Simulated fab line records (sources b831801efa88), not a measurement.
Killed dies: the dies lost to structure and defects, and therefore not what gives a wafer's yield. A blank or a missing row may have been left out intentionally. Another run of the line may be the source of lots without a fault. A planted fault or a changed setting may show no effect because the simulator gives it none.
fab line records	flow sky130
record: lots: 6	wafers: 18	last_day: 50
route steps=708 shown POLY_GATE@218
lots that met no fault: taken from a fault-free run of the same line
start_h: hours from the record's first day to the start of the lot's first wafer shown	wait_h: hours from the lot's prior step to this one	" same as the row above	L1.1+2: one row covering several wafers at once	- no value present, or no start provided	* or withheld: withheld	< > ~ a bound
route shown NAME@n: a module of which the file shows steps, and the number in the route of the first	usual: the fault-free wafers' mean and standard deviation	same: alike in all rows	chamber/n: place in a boat	sites: each site's reading	_std_site: how widely they spread, as a standard deviation	_edge_site: inner sites' mean taken away from outer sites' mean	radius_mm: how far each site lies from the wafer's centre	mask NAME#n: copy n	behind: the most recent tool/chamber to have shaped the wafer	hold: cause of the lot's hold/its duration in hours/its outcome	device: names the non-switching transistor (n, p or np)	end of line: tests of these same wafers at the route's end	step lacking rows: just its recipe	killed: count of dies lost to structure and defects at first sort (not the wafer's yield)	map: a wafer's dies, marking killed ones x, the rest . and places with no die _
set.NAME: the setting that was run; set.NAME@STEP: the one run at that earlier step	model.NAME: the simulator's own value behind a step, which no gauge read
certain route steps with their lots: each step a table, each wafer a row
services: from which hour (start_h, from the record's first day; less than 0 if before it) a tool's chamber was out of use, for how many hours, and why
== steps ==
step: SKY_POLY_GATE_THK_MEAS_04
recipe: reads: Si3N4_of_POLY_GATE_CVD_03
usual: POLY_GATE_CVD_03_THK: 74.8/0.75
lot.wafer	tool	chamber	start_h	wait_h	POLY_GATE_CVD_03_THK[nm]
L818.1	film_metro-01	-	382.51	0.0	75.6
L818.4	"	-	"	"	75.3
L818.6	"	-	"	"	75.1
L820.1	film_metro-04	-	399.04	0.0	74.7
L820.3	"	-	"	"	75.1
L820.6	"	-	"	"	74.8
L823.2	film_metro-01	-	418.19	0.0	75.3
L823.3	"	-	"	"	75.6
L823.5	"	-	"	"	76.1
L830.3	film_metro-01	-	480.78	0.0	75.0
L830.4	"	-	"	"	74.3
L830.6	"	-	"	"	74.7
L832.2	film_metro-03	-	489.63	0.0	74.5
L832.5	"	-	"	"	74.7
L832.6	"	-	"	"	74.3
L836.1	film_metro-03	-	530.18	0.0	75.9
L836.2	"	-	"	"	75.6
L836.4	"	-	"	"	76.0
step: SKY_POLY_GATE_DEHYDRATE_05
recipe: temp_c: 200	time_s: 60
step: SKY_POLY_GATE_HMDS_06
recipe: prime_time_s: 60	prime_temp_c: 120
step: SKY_POLY_GATE_COAT_07
recipe: resist: BARC	temp_c: withheld	time_s: withheld	spin_rpm: 3000	resist_thk_nm: 110
step: SKY_POLY_GATE_COAT_08
recipe: resist: KrF-thick	spin_rpm: 3000	resist_thk_nm: 450
step: SKY_POLY_GATE_SOFTBAKE_09
recipe: temp_c: 100	time_s: 92.93	resist: KrF-thick
usual: plate_sensor_t_centre_C: 100.88/0.011	plate_sensor_t_edge_C: 100.95/0.011
same: time_s: 92.93
lot.wafer	tool	chamber	start_h	wait_h	plate_sensor_t_centre_C	plate_sensor_t_edge_C
L818.1	litho_track-03	0	-	-	100.88	100.95
L818.4	"	0	"	"	100.89	100.97
L818.6	"	0	"	"	100.89	100.94
L820.1	litho_track-02	0	-	-	100.88	100.96
L820.3	"	0	"	"	100.89	100.94
L820.6	"	0	"	"	100.88	100.96
L823.2	litho_track-02	0	-	-	100.87	100.97
L823.3	"	0	"	"	100.88	100.97
L823.5	"	0	"	"	100.89	100.98
L830.3	litho_track-02	0	-	-	100.88	100.96
L830.4	"	0	"	"	100.87	100.94
L830.6	"	0	"	"	100.89	100.95
L832.2	litho_track-04	0	-	-	100.88	100.95
L832.5	"	0	"	"	100.90	100.95
L832.6	"	0	"	"	100.89	100.97
L836.1	litho_track-03	0	-	-	100.89	100.94
L836.2	"	0	"	"	100.89	100.96
L836.4	"	0	"	"	100.89	100.95
step: SKY_POLY_GATE_EXPOSE_10
recipe: mask_id: P1M	na: 0.68	source_shape: conventional	sigma_outer: 0.6	target_cd_nm: 150	dose_mj: 28
step: SKY_POLY_GATE_PEB_11
recipe: peb_temp_c: withheld	peb_time_s: withheld	resist: KrF-thick
step: SKY_POLY_GATE_DEVELOP_12
recipe: develop_time_s: 60	resist: KrF-thick	dev_temp_c: 21
step: SKY_POLY_GATE_CD_MEAS_13
recipe: target_cd_nm: 150
usual: cd_nm: 149.3/1.5
lot.wafer	tool	chamber	start_h	wait_h	cd_nm
L818.1	cd_sem-02	-	411.07	-	150.1
L818.4	"	-	"	"	149.8
L818.6	"	-	"	"	150.7
L820.1	cd_sem-01	-	427.33	-	148.6
L820.3	"	-	"	"	148.1
L820.6	"	-	"	"	148.6
L823.2	cd_sem-01	-	448.28	-	150.9
L823.3	"	-	"	"	151.1
L823.5	"	-	"	"	150.4
L830.3	cd_sem-02	-	511.21	-	148.8
L830.4	"	-	"	"	149.3
L830.6	"	-	"	"	145.8
L832.2	cd_sem-01	-	519.99	-	152.1
L832.5	"	-	"	"	150.6
L832.6	"	-	"	"	150.1
L836.1	cd_sem-02	-	559.71	-	148.5
L836.2	"	-	"	"	148.2
L836.4	"	-	"	"	149.0
step: SKY_POLY_GATE_OVL_MEAS_14
usual: POLY_GATE_OVL: -7/5.7
lot.wafer	tool	chamber	start_h	wait_h	POLY_GATE_OVL[nm]
L818.1	overlay-01	-	411.19	0.1	-16
L818.4	"	-	"	"	-7
L818.6	"	-	"	"	-6
L820.1	overlay-02	-	427.45	0.1	-7
L820.3	"	-	"	"	5
L820.6	"	-	"	"	-9
L823.2	overlay-02	-	448.39	0.1	-15
L823.3	"	-	"	"	-12
L823.5	"	-	"	"	-3
L830.3	overlay-01	-	511.30	0.1	-11
L830.4	"	-	"	"	-4
L830.6	"	-	"	"	-8
L832.2	overlay-02	-	520.09	0.1	-3
L832.5	"	-	"	"	-10
L832.6	"	-	"	"	-3
L836.1	overlay-02	-	559.83	0.1	-2
L836.2	"	-	"	"	-4
L836.4	"	-	"	"	-8
step: SKY_POLY_GATE_ETCH_15
recipe: chemistry: N2/H2	target: BARC	ion_energy_ev: 200	source_w: 500	bias_w: 100	pressure_mtorr: 30	n2_flow_sccm: 100	h2_flow_sccm: 200	stop_on: SiO2	time_s: 118.5	target_depth_a: 1100
usual: bias_w: 100.0/0.31	chamber_pressure_mTorr: 30.000/0.028	drypump_motor_current_A: 5.9/0.4	oes_product_au: 0.716/0.0046	throttle_valve_pct: 13.212/0.0097
same: time_s: 118.5
lot.wafer	tool	chamber	start_h	wait_h	bias_w	chamber_pressure_mTorr	drypump_motor_current_A	oes_product_au	rf_hours_counter_h	throttle_valve_pct
L818.1	rie_diel-02	0	411.22	0.0	99.7	30.035	6.2	0.711	52	13.222
L818.4	"	1	"	"	100.3	29.980	6.8	0.723	-	13.235
L818.6	"	3	"	"	100.2	29.970	6.4	0.723	-	13.213
L820.1	rie_diel-01	3	427.49	0.0	100.3	29.973	6.0	0.717	32	13.215
L820.3	"	0	"	"	99.8	29.998	6.2	0.710	15	13.219
L820.6	"	2	"	"	99.8	30.013	5.7	0.711	-	13.217
L823.2	rie_diel-01	0	448.42	0.0	99.9	29.978	6.2	0.721	15	13.227
L823.3	"	3	"	"	99.6	29.998	5.9	0.711	32	13.200
L823.5	"	0	"	"	99.9	30.002	6.2	0.714	-	13.214
L830.3	rie_diel-01	2	511.32	0.0	100.0	29.989	5.8	0.716	21	13.218
L830.4	"	1	"	"	100.0	30.025	5.6	0.720	6	13.205
L830.6	"	2	"	"	99.8	30.004	5.7	0.716	-	13.220
L832.2	rie_diel-01	1	520.12	0.0	99.8	29.968	5.6	0.713	6	13.218
L832.5	"	0	"	"	100.3	29.992	6.2	0.719	-	13.210
L832.6	"	1	"	"	100.5	30.017	5.6	0.721	-	13.219
L836.1	rie_diel-02	2	559.87	0.0	100.1	29.985	4.9	0.712	2	13.212
L836.2	"	0	"	"	99.3	30.011	6.2	0.708	55	13.203
L836.4	"	3	"	"	99.6	29.951	6.3	0.720	55	13.198
step: SKY_POLY_GATE_ETCH_16
recipe: stop_on: poly-Si	chemistry: CH3F/O2	target: Si3N4	source_w: 400	bias_w: 80	pressure_mtorr: 25	ch3f_flow_sccm: 40	O2_flow_sccm: 30	time_s: 147.5	target_depth_a: 750
usual: O2_flow_sccm: 30.01/0.093	bias_w: 79.96/0.22	drypump_motor_current_A: 5.9/0.4	oes_product_au: 0.640/0.0053	throttle_valve_pct: 10.535/0.0091	time_s: 147.5/0
lot.wafer	tool	chamber	start_h	wait_h	O2_flow_sccm	bias_w	drypump_motor_current_A	oes_product_au	rf_hours_counter_h	throttle_valve_pct	time_s	model.KrF-thick_of_POLY_GATE_COAT_08.thk_nm
L818.1	rie_diel-02	0	411.31	0.0	30.08	79.77	6.2	0.649	52	10.536	147.5	238.5
L818.4	"	1	"	"	30.04	79.94	6.7	0.644	-	10.527	147.5	232.7
L818.6	"	3	"	"	29.96	80.50	6.3	0.641	-	10.538	147.5	234.6
L820.1	rie_diel-01	3	427.57	0.0	-	-	-	-	-	-	-	342.5
L820.3	"	0	"	"	-	-	-	-	-	-	-	345.3
L820.6	"	2	"	"	-	-	-	-	-	-	-	343.5
L823.2	rie_diel-01	0	448.50	0.0	-	-	-	-	-	-	-	345.2
L823.3	"	3	"	"	-	-	-	-	-	-	-	342
L823.5	"	0	"	"	-	-	-	-	-	-	-	344.5
L830.3	rie_diel-01	2	511.41	0.0	30.01	80.26	5.7	0.645	21	10.532	147.5	235.9
L830.4	"	1	"	"	29.98	79.91	5.6	0.631	6	10.538	147.5	232.4
L830.6	"	2	"	"	30.00	80.37	5.7	0.636	-	10.530	147.5	234.8
L832.2	rie_diel-01	1	520.21	0.0	29.98	80.02	5.6	0.633	6	10.544	147.5	233.2
L832.5	"	0	"	"	30.19	79.99	6.2	0.631	-	10.546	147.5	237.5
L832.6	"	1	"	"	30.00	79.73	5.6	0.634	-	10.540	147.5	233.6
L836.1	rie_diel-02	2	559.95	0.0	29.91	79.92	4.9	0.645	3	10.539	147.5	235.8
L836.2	"	0	"	"	29.86	79.82	6.2	0.651	55	10.545	147.5	236.8
L836.4	"	3	"	"	29.97	80.31	6.3	0.642	55	10.512	147.5	232.9
step: SKY_POLY_GATE_ETCH_17
recipe: target_depth_nm: 180	stop_on: SiO2	over_etch_frac: 0.56667	chemistry: HBr/Cl2	target: poly-Si	icp_w: 400	bias_w: 100	pressure_mtorr: 10	HBr_flow_sccm: 150	Cl2_flow_sccm: 50	time_s: 70.5
usual: HBr_flow_sccm: 150.1/0.46	bias_w: 100.00/0.3	drypump_motor_current_A: 5.8/0.51	oes_product_au: 0.985/0.0074	throttle_valve_pct: 33.684/0.0094
same: over_etch_frac: 0.56667	time_s: 70.5
lot.wafer	tool	chamber	start_h	wait_h	HBr_flow_sccm	bias_w	drypump_motor_current_A	oes_product_au	rf_hours_counter_h	throttle_valve_pct	model.KrF-thick_of_POLY_GATE_COAT_08.thk_nm
L818.1	rie_si-01	1	411.41	0.0	150.1	99.82	5.4	0.997	39	33.676	143.7
L818.4	"	3	"	"	149.9	100.37	6.8	0.993	-	33.681	138
L818.6	"	1	"	"	150.1	100.17	5.4	0.985	-	33.689	140.3
L820.1	rie_si-02	2	427.67	0.0	149.7	100.05	5.5	0.977	0	33.686	250.4
L820.3	"	0	"	"	149.9	100.27	5.9	0.992	68	33.681	250.1
L820.6	"	3	"	"	150.8	100.12	5.4	0.987	-	33.692	248.3
L823.2	rie_si-01	0	448.60	0.0	149.5	99.32	5.0	0.981	0	33.682	251.2
L823.3	"	3	"	"	149.1	100.28	6.7	0.985	43	33.701	246
L823.5	"	2	"	"	150.3	100.05	6.4	0.977	-	33.678	250.5
L830.3	rie_si-02	3	511.51	0.0	149.8	100.30	5.4	0.984	0	33.676	141.6
L830.4	"	2	"	"	150.2	100.03	5.4	0.980	1	33.683	140.3
L830.6	"	1	"	"	150.1	100.09	5.9	0.985	-	33.687	138.9
L832.2	rie_si-02	0	520.31	0.0	149.9	99.86	5.9	0.994	0	33.663	138
L832.5	"	0	"	"	150.3	100.52	5.9	0.992	-	33.674	141.9
L832.6	"	1	"	"	150.8	100.09	5.8	0.992	-	33.684	137.6
L836.1	rie_si-01	2	560.05	0.0	151.1	100.00	6.3	0.974	33	33.684	142.6
L836.2	"	1	"	"	150.0	99.79	5.5	0.982	40	33.697	141.6
L836.4	"	1	"	"	150.3	99.88	5.4	0.985	-	33.686	138.9
step: SKY_POLY_GATE_STRIP_18
recipe: chemistry: O2/N2	power_w: 1400	pressure_mtorr: 1500	platen_temp_c: withheld	o2_flow_sccm: 3000	n2_flow_sccm: 300	overash_fraction: 0.5
usual: drypump_motor_current_A: 5.7/0.34	oes_product_au: 0.361/0.0045	strip_time_to_endpoint_s: 3.17/0.036
lot.wafer	tool	chamber	start_h	wait_h	drypump_motor_current_A	oes_product_au	rf_hours_counter_h	strip_time_to_endpoint_s
L818.1	plasma_asher-04	1	411.46	0.0	6.0	0.369	73	3.20
L818.4	"	1	"	"	6.0	0.358	-	3.13
L818.6	"	0	"	"	5.6	0.370	-	3.19
L820.1	plasma_asher-03	1	427.72	0.0	5.3	0.421	28	4.35
L820.3	"	0	"	"	6.0	0.409	-	4.34
L820.6	"	1	"	"	5.3	0.400	-	4.32
L823.2	plasma_asher-04	1	448.73	0.1	6.0	0.415	77	4.35
L823.3	"	1	"	"	6.0	0.413	-	4.29
L823.5	"	0	"	"	5.6	0.406	-	4.35
L830.3	plasma_asher-04	1	511.59	0.1	6.0	0.371	-	3.17
L830.4	"	0	"	"	5.6	0.366	-	3.17
L830.6	"	1	"	"	6.0	0.361	-	3.16
L832.2	plasma_asher-02	1	520.36	0.0	6.2	0.359	71	3.15
L832.5	"	0	"	"	5.3	0.361	-	3.20
L832.6	"	1	"	"	6.2	0.356	-	3.14
L836.1	plasma_asher-04	1	560.10	0.0	6.0	0.358	88	3.21
L836.2	"	0	"	"	5.6	0.359	88	3.19
L836.4	"	1	"	"	6.0	0.362	-	3.16
step: SKY_POLY_GATE_CLEAN_19
recipe: chemistry: SC1/SC2	mix: 1:4:20	temp_c: 70	time_s: 150	dry: n2_spin
== services ==
tool	chamber	start_h	hours	kind
rie_diel-02	2	380.23	3.6	repair
rie_si-01	-	388.85	0.2	repair
rie_diel-02	3	389.88	11.8	repair
rie_si-01	0	392.19	-	clean
rie_si-01	0	392.19	19.9	scheduled_down
rie_si-01	0	392.19	19.9	vent_cycle
rie_si-01	1	399.60	2.6	repair
litho_track-02	-	404.84	-	consumable_replace:filter
rie_diel-02	2	405.36	-	clean
rie_diel-02	2	405.36	22.8	scheduled_down
rie_diel-02	2	405.36	22.8	vent_cycle
plasma_asher-04	-	421.81	2.0	repair
rie_diel-02	3	437.05	1.4	repair
rie_si-02	0	440.81	-	clean
rie_si-02	0	440.81	19.0	scheduled_down
plasma_asher-02	-	448.25	2.8	pm
plasma_asher-04	-	494.87	1.0	repair
rie_diel-01	2	500.63	9.8	repair
rie_diel-02	3	518.05	5.6	repair
rie_diel-02	1	523.61	-	clean
rie_diel-02	1	523.61	21.1	scheduled_down
rie_diel-02	1	523.61	21.1	vent_cycle
rie_si-01	3	539.37	115.1	repair
rie_diel-02	2	543.98	3.5	repair
== key ==
first_sign: step: SKY_POLY_GATE_ETCH_16	reading: tool_record	direction: missing
effect: step: SKY_POLY_GATE_STRIP_18	reading: strip_time_to_endpoint_s	direction: up	sigmas: 33	usual: *	struck: *
model_effect: step: SKY_POLY_GATE_ETCH_16	value: KrF-thick_of_POLY_GATE_COAT_08.thk_nm	without: 233.8	struck: 343.8
model_effect: step: SKY_POLY_GATE_ETCH_17	value: KrF-thick_of_POLY_GATE_COAT_08.thk_nm	without: 139.4	struck: 249.4
met_at SKY_POLY_GATE_ETCH_16
struck_wafers L820.1,L820.3,L820.6,L823.2,L823.3,L823.5
later_rows_left_out L820.1,L820.3,L820.6,L823.2,L823.3,L823.5
sort_left_out L820.1,L820.3,L820.6,L823.2,L823.3,L823.5
tester_left_out L820,L823
fault: kind: skipped_step_whole	tool: rie_diel-01	chamber: -	onset_h: 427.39	steps: SKY_POLY_GATE_ETCH_16	scope: struck_lots_only
tester_left_out: of these lots the tester's yield and bins aren't shown, on N5 and GAA mostly nor the transistor test; their killed dies are dies lost to structure and defects alone, not to doping, threshold or leakage, so they don't give the yield
sort_left_out: the simulated sort isn't trusted on such a fault, so these wafers' sort isn't shown, and their yield isn't known
later_rows_left_out: the simulator's readings of these wafers behind a module that went badly wrong aren't trusted and aren't shown, but for the sort
